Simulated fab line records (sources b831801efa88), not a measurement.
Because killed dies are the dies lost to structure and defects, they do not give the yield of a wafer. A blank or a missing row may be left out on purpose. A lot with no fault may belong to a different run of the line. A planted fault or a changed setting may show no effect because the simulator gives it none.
Matching of chambers	flow sfq line	rie diel-04 running SFQ_TRILAYER_I2_VIA_BARC_OPEN_VIA_ETCH_096: 4 sister chambers
The step etches BARC in O2, target depth 125 nm, time 41.7 s. 4 wafers are shown with their chamber, then 7 later ones without.

== WAFERS PAIRED WITH THEIR CHAMBERS ==
wafer	chamber	drypump motor current A (A)
L944.5	1	5.3
L951.3	3	6.6
L953.1	0	5.4
L953.2	2	5.5

== WAFERS WITH NO CHAMBER GIVEN ==
wafer	drypump motor current A (A)
L953.4	6.7
L957.3	5.4
L957.5	5.5
L957.6	6.6
L958.1	6.6
L958.2	5.5
L958.5	6.6

== EACH ONE'S CHAMBER ==
wafer	from the rows above	in truth
L953.4	3	3
L957.3	0	0
L957.5	2	2
L957.6	3	3
L958.1	3	3
L958.2	2	2
L958.5	3	3
Correct placement for 7 of the 7. Not placeable from these rows: 0. 0 placed wrongly.
How it was worked out, from the rows above alone: a wafer's distance from a chamber is the root of the sum, over the readings, of the square of ((its reading less the chamber's mean) divided by the reading's scatter). If the next closest chamber is less than 2 further off than the closest, the wafer can't be placed; otherwise it belongs to the closest. For every chamber, the mean is computed from those of its wafers that are shown. The scatter: with one shown wafer a chamber, the root of the mean of the squares of how far each hidden wafer lies from its nearest shown one.
